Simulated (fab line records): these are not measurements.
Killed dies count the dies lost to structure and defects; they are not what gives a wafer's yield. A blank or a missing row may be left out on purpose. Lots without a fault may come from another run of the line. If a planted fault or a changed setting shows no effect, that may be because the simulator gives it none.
Matching of chambers + flow sky130 + 4 sister chambers for SKY_LI_CONTACT_ETCH_15 on rie-diel-04
The step etches PSG in C4F8/O2/Ar, stops on Si, target depth 600 nm. 8 wafers are shown with their chamber, then 8 later ones without.

## WAFERS WITH THEIR CHAMBER
| wafer  | chamber | bias-w (W) | oes-product-au (a.u.) |
|--------|---------|------------|-----------------------|
| L959.2 | 2       | 1205       | 0.841                 |
| L960.3 | 3       | 1203       | 0.833                 |
| L961.2 | 3       | 1201       | 0.833                 |
| L961.6 | 2       | 1205       | 0.833                 |
| L971.2 | 1       | 1201       | 0.835                 |
| L971.4 | 0       | 1201       | 0.837                 |
| L971.5 | 0       | 1204       | 0.837                 |
| L974.1 | 1       | 1205       | 0.834                 |

## WAFERS WITH NO CHAMBER GIVEN
| wafer  | bias-w (W) | oes-product-au (a.u.) |
|--------|------------|-----------------------|
| L974.2 | 1201       | 0.840                 |
| L974.5 | 1198       | 0.835                 |
| L975.4 | 1195       | 0.837                 |
| L975.5 | 1203       | 0.845                 |
| L975.6 | 1199       | 0.835                 |
| L977.2 | 1196       | 0.837                 |
| L977.3 | 1194       | 0.833                 |
| L977.6 | 1197       | 0.842                 |

## CHAMBER TAKEN BY EACH
| wafer  | from the rows above               | in truth |
|--------|-----------------------------------|----------|
| L974.2 | can't be placed: 0 or 1 or 2 or 3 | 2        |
| L974.5 | can't be placed: 3 or 0 or 1 or 2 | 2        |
| L975.4 | can't be placed: 3 or 0 or 1 or 2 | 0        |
| L975.5 | can't be placed: 0 or 2 or 1 or 3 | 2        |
| L975.6 | can't be placed: 3 or 0 or 1 or 2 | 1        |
| L977.2 | can't be placed: 0 or 3 or 1 or 2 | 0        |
| L977.3 | can't be placed: 3 or 0 or 1 or 2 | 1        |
| L977.6 | can't be placed: 0 or 1 or 3 or 2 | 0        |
Placed correctly: 0 of 8. These rows do not allow placing 8 (true chamber among the candidates in 8). Wrongly placed: 0.
How it was worked out, from the rows above alone: a wafer's distance from a chamber is the root of the sum, over the readings, of the square of ((its reading less the chamber's mean) divided by the reading's scatter). The wafer belongs to the nearest chamber; if the next one is less than 2 further off, it can't be placed. For every chamber, the mean is computed from those of its wafers that are shown. The scatter: take each reading less its chamber's mean, square it, sum over the shown wafers, divide by the number of wafers less the number of chambers, and take the root.
